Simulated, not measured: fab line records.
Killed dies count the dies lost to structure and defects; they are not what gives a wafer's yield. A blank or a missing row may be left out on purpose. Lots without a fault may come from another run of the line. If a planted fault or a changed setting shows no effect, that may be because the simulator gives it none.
A struck lot beside a sound one | flow sky130 | 42 steps out of a route of 708
Sound: the wafers L561.1, L561.3, L561.4. Struck: wafers L565.1, L565.4. (L565.6 of the same lot was not struck and is left out.) The cause comes at the end.
At each step with rows: each side's tool, then ch and its chambers, then its first start. Under that, the readings that differ: sound wafers | struck wafers | difference of the means | sigmas: that difference in standard deviations of wafers without a fault.
alike: same words and numbers on both sides, and readings whose means sit less than 2 such deviations apart. not compared: any withheld reading, any reading some wafer has no value for, any bound like >300 that may hide the same value, and any number with overlapping values for which the record gives no deviation.
A row with sigmas, a row that says differs or no value, or rows on one side alone: a step with any of these is where the two part. Non-overlapping numbers with no deviation appear without sigmas and do not part them. A reading that every wafer of one side lacks parts them only if that side has two wafers or more.

SKY_POLY_CUT_ETCH_11: etches Si3N4 in CF4/CH2F2/Ar, stops on poly-Si, time 42.5 s, target depth 60 nm.
  sound on rie-diel-04 ch 0,1,2, day 25 00:43; struck on rie-diel-02 ch 3, day 26 09:13
  alike: drypump-motor-current-A, oes-product-au, throttle-valve-pct
  not compared: rf-hours-counter-h
SKY_POLY_CUT_STRIP_12: strips in O2/N2.
  sound on plasma-asher-02 ch 0,1, day 25 00:45; struck on plasma-asher-03 ch 0, day 26 09:16
  alike: drypump-motor-current-A, oes-product-au, strip-time-to-endpoint-s
  not compared: rf-hours-counter-h
then, 7 steps without rows for these wafers: SKY_SD_P_DEHYDRATE_00 (time 60 s); SKY_SD_P_HMDS_01 (prime time 60 s); SKY_SD_P_COAT_02 (resist thk 1140 nm); SKY_SD_P_SOFTBAKE_03 (time 60 s); SKY_SD_P_EXPOSE_04 (exposes mask PSDM, target cd 380 nm); SKY_SD_P_PEB_05; SKY_SD_P_DEVELOP_06 (develop time 60 s).
SKY_SD_P_CD_MEAS_07 targets a cd of 380 nm.
  sound: cd-sem-01 at day 26 05:40; struck: cd-sem-01 at day 27 11:43
  alike: cd-nm
SKY_SD_P_OVL_MEAS_08:
  sound: overlay-01 at day 26 05:47; struck: overlay-02 at day 27 11:50
  alike: SD_P_OVL
then, 1 step without rows for these wafers: SKY_SD_P_IMPLANT_09.
SKY_SD_P_STRIP_10: strips in O2/N2.
  sound on plasma-asher-03 ch 0,1, day 26 05:59; struck on plasma-asher-04 ch 0, day 27 12:01
  alike: drypump-motor-current-A, oes-product-au, strip-time-to-endpoint-s
  not compared: rf-hours-counter-h
SKY_SD_P_TW_MEAS_11:
  sound: film-metro-03 at day 26 06:05; struck: film-metro-04 at day 27 12:07
  alike: SD_P_TW
then, 8 steps without rows for these wafers: SKY_RES_XHIGH_DEHYDRATE_00 (time 60 s); SKY_RES_XHIGH_HMDS_01 (prime time 60 s); SKY_RES_XHIGH_COAT_02 (resist thk 1140 nm); SKY_RES_XHIGH_SOFTBAKE_03 (time 60 s); SKY_RES_XHIGH_EXPOSE_04 (exposes mask URPM, target cd 1270 nm); SKY_RES_XHIGH_PEB_05; SKY_RES_XHIGH_DEVELOP_06 (develop time 60 s); SKY_RES_XHIGH_IMPLANT_07.
SKY_RES_XHIGH_STRIP_08: strips in O2/N2.
  sound on plasma-asher-02 ch 0,1, day 27 08:46; struck on plasma-asher-02 ch 0, day 28 16:13
  alike: drypump-motor-current-A, oes-product-au, strip-time-to-endpoint-s
  not compared: rf-hours-counter-h
SKY_RES_XHIGH_TW_MEAS_09:
  sound: film-metro-04 at day 27 08:52; struck: film-metro-04 at day 28 16:19
  alike: RES_XHIGH_TW
then, 7 steps without rows for these wafers: SKY_SD_N_DEHYDRATE_00 (time 60 s); SKY_SD_N_HMDS_01 (prime time 60 s); SKY_SD_N_COAT_02 (resist thk 1140 nm); SKY_SD_N_SOFTBAKE_03 (time 60 s); SKY_SD_N_EXPOSE_04 (exposes mask NSDM, target cd 380 nm); SKY_SD_N_PEB_05; SKY_SD_N_DEVELOP_06 (develop time 60 s).
SKY_SD_N_CD_MEAS_07 targets a cd of 380 nm.
  sound: cd-sem-01 at day 28 13:37; struck: cd-sem-01 at day 29 20:37
  alike: cd-nm
SKY_SD_N_OVL_MEAS_08:
  sound: overlay-01 at day 28 13:44; struck: overlay-02 at day 29 20:44
  alike: SD_N_OVL
then, 2 steps without rows for these wafers: SKY_SD_N_IMPLANT_09; SKY_SD_N_IMPLANT_10.
SKY_SD_N_STRIP_11: strips in O2/N2.
  sound on plasma-asher-02 ch 0,1, day 28 14:05; struck on plasma-asher-02 ch 1, day 29 21:05
  alike: drypump-motor-current-A, oes-product-au, strip-time-to-endpoint-s
  not compared: rf-hours-counter-h
SKY_SD_N_TW_MEAS_12:
  sound: film-metro-01 at day 28 14:11; struck: film-metro-01 at day 29 21:11
  alike: SD_N_TW
then, 1 step without rows for these wafers: SKY_SD_N_CLEAN_13 (cleans in SC1/SC2, time 150 s).
SKY_SD_N_RTA_14: time 2 s.
  sound on rtp-anneal-01 ch 0, day 28 14:17; struck on rtp-anneal-01 ch 0, day 29 21:17
  alike: lamp-power-pct, wafer_temp_C_max
SKY_SD_N_RS_MEAS_16: uses a four-point probe to measure.
  sound: film-metro-03 at day 28 14:28; struck: film-metro-03 at day 29 21:28
  alike: SD_N_RS
SKY_SD_N_RS_MEAS_17: uses a four-point probe to measure.
  sound: film-metro-03 at day 28 14:35; struck: film-metro-03 at day 29 21:35
  alike: SD_P_RS
-- a jump in the record: the struck wafers' starts before and after are 17 days apart (it breaks off in module SD_N and resumes in module PAD_OPEN, where the first step shown is number 708 of the route) --
SKY_PAD_OPEN_PROBE_99:
  sound: prober-02 at day 46 05:48; struck: prober-02 at day 47 05:49
  reading             | sound | struck                                              | difference                   | sigmas
  hold                | - -   | await-dispo/10.8h/release await-dispo/10.8h/release | no value on the sound wafers |
  killed-at-contacts  | 21 35 | 9 19                                                | -14                          | -3
  killed-at-front-end | 19 9  | 61 71                                               | +52                          | +13
  killed-dies         | 81 86 | 112 133                                             | +39                          | +4
  alike: killed_at_M0_to_M3, killed_at_M4_up, killed-at-other, killed-open, killed-short

== WHERE THEY PART ==
SKY_PAD_OPEN_PROBE_99 only, going by this record.

WHY: what the simulator had put in
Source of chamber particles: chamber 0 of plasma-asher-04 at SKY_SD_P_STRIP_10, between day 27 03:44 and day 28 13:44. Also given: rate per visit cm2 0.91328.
